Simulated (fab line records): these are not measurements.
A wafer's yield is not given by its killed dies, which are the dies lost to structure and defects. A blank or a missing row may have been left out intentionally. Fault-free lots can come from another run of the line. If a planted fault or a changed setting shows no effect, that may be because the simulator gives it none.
Matching of chambers | flow gf180mcu | 4 sister chambers for GF_PASSIVATION_ETCH_11 on rieDiel-03
The step etches the open film in CF4/O2, stops on TiN, target depth 2040 nm, time 453.3 s. 4 wafers are shown with their chamber, then 9 later ones without.

WAFERS WITH THEIR CHAMBER
wafer  | chamber | drypumpMotorCurrentA (A)
L080.2 | 0       | 6.4
L086.4 | 1       | 5.8
L090.4 | 2       | 4.8
L090.5 | 3       | 5.5

WAFERS WITH NO CHAMBER GIVEN
wafer  | drypumpMotorCurrentA (A)
L093.1 | 6.4
L093.2 | 4.8
L093.6 | 5.5
L095.3 | 4.7
L095.5 | 5.8
L095.6 | 6.5
L096.3 | 6.5
L096.4 | 5.5
L096.5 | 5.8

EACH ONE'S CHAMBER
wafer  | from the rows above | in truth
L093.1 | 0                   | 0
L093.2 | 2                   | 2
L093.6 | 3                   | 3
L095.3 | 2                   | 2
L095.5 | 1                   | 1
L095.6 | 0                   | 0
L096.3 | 0                   | 0
L096.4 | 3                   | 3
L096.5 | 1                   | 1
Correctly placed: 9 of 9. Left unplaced by these rows: 0. Placed wrongly: 0.
How it was worked out, from the rows above alone: a wafer's distance from a chamber is the root of the sum, over the readings, of the square of ((its reading less the chamber's mean) divided by the reading's scatter). The wafer belongs to the nearest chamber; if the next one is less than 2 further off, it can't be placed. Each chamber's mean is taken over the wafers shown for it. The scatter: root of mean squared gap, hidden wafer to nearest shown wafer, with one shown wafer a chamber.
